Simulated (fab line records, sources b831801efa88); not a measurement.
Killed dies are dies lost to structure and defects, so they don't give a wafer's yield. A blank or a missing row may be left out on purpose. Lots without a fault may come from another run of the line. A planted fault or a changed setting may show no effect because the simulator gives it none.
A struck lot beside a sound one | flow sky130 | 15 steps out of a route of 708
Sound: wafers L998.2, L998.4, L998.6. Struck: wafer L110.4. (L110.2, L110.3 of the same lot were not struck and are left out.) The cause comes at the end.
At each step with rows: each side's tool, then ch and its chambers, then its first start. Under that, the readings that differ: sound wafers | struck wafers | difference of the means | sigmas: that difference in standard deviations of wafers without a fault.
alike: readings whose means differ by less than 2 such deviations, and words and numbers that are the same on both sides. not compared: withheld readings, readings that some wafer has no value for, bounds like >300 that may hide the same value, and numbers for which the record gives no deviation and whose values overlap.
The two part at a step that has a row with sigmas, a row that says differs or no value, or rows on one side only. Numbers that don't overlap but have no deviation are shown without sigmas and don't part them. A reading that every wafer of one side lacks parts them only if that side has two wafers or more.

first, 5 steps without rows for these wafers: SKY_VIA4_COAT_06 (resist thk 1140 nm); SKY_VIA4_SOFTBAKE_07 (time 60 s); SKY_VIA4_EXPOSE_08 (exposes mask VIM4, target cd 800 nm); SKY_VIA4_PEB_09; SKY_VIA4_DEVELOP_10 (develop time 60 s).
SKY_VIA4_OVL_MEAS_11:
  sound on overlay-01, day 42 19:22; struck on overlay-01, day 46 00:59
  alike: VIA4_OVL
SKY_VIA4_ETCH_12: etches SiO2 in C4F8/O2/Ar, stops on TiN, target depth 580 nm.
  sound on rie_diel-02 ch 0,2,3, day 42 19:24; struck on rie_diel-04 ch 3, day 46 01:01
  alike: oes_product_au
SKY_VIA4_STRIP_13: strips in O2/N2.
  sound on plasma_asher-04 ch 0,1, day 42 19:29; struck on plasma_asher-02 ch 0, day 46 01:05
  reading                     | sound          | struck | difference | sigmas
  drypump_motor_current_A (A) | 6.09 6.10 5.73 | 5.27   | -0.70      | -3
  alike: oes_product_au, strip_time_to_endpoint_s
  not compared: rf_hours_counter_h
then, 3 steps without rows for these wafers: SKY_VIA4_STRIP_14 (strips in post etch residue remover, time 1200 s); SKY_VIA4_CLEAN_15 (cleans in IPA, time 180 s); SKY_VIA4_CLEAN_16 (cleans in O3/DIW).
SKY_VIA4_SPUTTER_17: material TiN, target thk 20 nm, time 80 s.
  sound on pvd_sputter-04, day 42 20:41; struck on pvd_sputter-03, day 46 01:40
  alike: throttle_valve_pct
SKY_VIA4_CVD_18: deposits W, target thk 505 nm, time 152.14 s.
  sound on cvd_w-02 ch 0,1, day 42 20:45; struck on cvd_w-02 ch 1, day 46 01:44
  reading                            | sound             | struck | difference | sigmas
  chamber_pressure_Torr (Torr)       | 40.02 40.03 39.96 | 37.94  | -2.06      | -23
  model.W_of_VIA4_CVD_18.thk_nm (nm) | 501.2 507.8 509.4 | 491.2  | -14.9      |
  alike: heater_power_w
SKY_VIA4_RS_MEAS_19: measures by four-point-probe.
  sound on film_metro-01, day 42 20:55; struck on film_metro-01, day 46 01:54
  reading            | sound                | struck | difference | sigmas
  VIA4_W_RS (ohm/sq) | 0.2281 0.2258 0.2246 | 0.2332 | +0.0070    | +3
SKY_VIA4_THK_MEAS_20: measures by xrf.
  sound on film_metro-01, day 42 21:02; struck on film_metro-01, day 46 02:01
  alike: VIA4_W_THK

WHERE THEY PART
First at SKY_VIA4_STRIP_13; last, within this record, at SKY_VIA4_RS_MEAS_19. Later steps at which nothing parts them and some readings are alike: SKY_VIA4_THK_MEAS_20.

WHY: what the simulator had put in
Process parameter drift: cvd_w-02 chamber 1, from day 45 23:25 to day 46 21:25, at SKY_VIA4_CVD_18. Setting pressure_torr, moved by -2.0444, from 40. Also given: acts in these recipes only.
